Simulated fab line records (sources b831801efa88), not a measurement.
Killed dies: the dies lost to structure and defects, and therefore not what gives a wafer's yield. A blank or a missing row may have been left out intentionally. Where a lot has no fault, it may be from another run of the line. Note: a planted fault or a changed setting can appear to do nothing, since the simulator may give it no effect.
Chamber matching    flow sky130    SKY_VIA2_CMP_02 on cmp-02: 4 sister chambers
The step polishes SiO2. 14 wafers are shown with their chamber, then 7 later ones without.

## WAFERS, EACH WITH ITS CHAMBER
wafer   chamber  motorCurrentA (A)  slurryFlowMlMin  headPressurePsi (psi)
L201.2  3        14.6               150.1            4.010
L201.4  2        14.4               150.3            3.995
L201.5  3        14.0               150.5            4.004
L203.2  2        15.3               150.7            3.985
L203.3  3        13.6               149.7            4.014
L203.5  0        12.0               149.8            4.001
L205.3  3        14.4               150.1            3.994
L205.4  2        15.1               150.4            3.998
L205.5  3        13.8               149.7            3.986
L211.1  0        11.8               149.6            4.007
L211.3  3        13.4               150.1            3.990
L211.5  3        14.0               149.8            3.992
L219.2  0        11.8               149.7            3.993
L219.3  1        10.6               149.6            3.995

SIGNATURES (averages over the wafers above)
reading          chamber 0  chamber 1  chamber 2  chamber 3  scatter within a chamber
motorCurrentA    11.867     10.600     14.933     13.971     0.393
slurryFlowMlMin  149.700    149.600    150.467    150.000    0.246
headPressurePsi  4.00033    3.99500    3.99267    3.99857    0.00941
Rule: for each reading, subtract the chamber's mean from the wafer's reading, divide by that reading's scatter and square the result; add these up over the readings and take the root, which gives the wafer's distance from the chamber. If the next closest chamber is less than 2 further off than the closest, the wafer can't be placed; otherwise it belongs to the closest. The scatter: take each reading less its chamber's mean, square it, sum over the shown wafers, divide by the number of wafers less the number of chambers, and take the root.

## WAFERS WITHOUT THEIR CHAMBER
wafer   motorCurrentA (A)  slurryFlowMlMin  headPressurePsi (psi)
L219.5  12.0               149.0            3.998
L218.1  10.5               150.1            4.008
L218.2  15.6               149.5            4.011
L218.6  10.3               150.2            4.005
L222.2  13.9               150.6            3.988
L222.3  15.6               150.1            4.001
L222.4  10.2               149.5            4.006

## CHAMBER TAKEN BY EACH
wafer   from the rows above      in truth
L219.5  can't be placed: 0 or 1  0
L218.1  can't be placed: 1 or 0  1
L218.2  can't be placed: 2 or 3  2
L218.6  can't be placed: 1 or 0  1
L222.2  can't be placed: 3 or 2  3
L222.3  can't be placed: 2 or 3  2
L222.4  1                        1
Placed correctly: 1 of 7. Cannot be placed on the basis of these rows: 6; the candidates contain the true chamber in 6. Wrongly placed: 0.
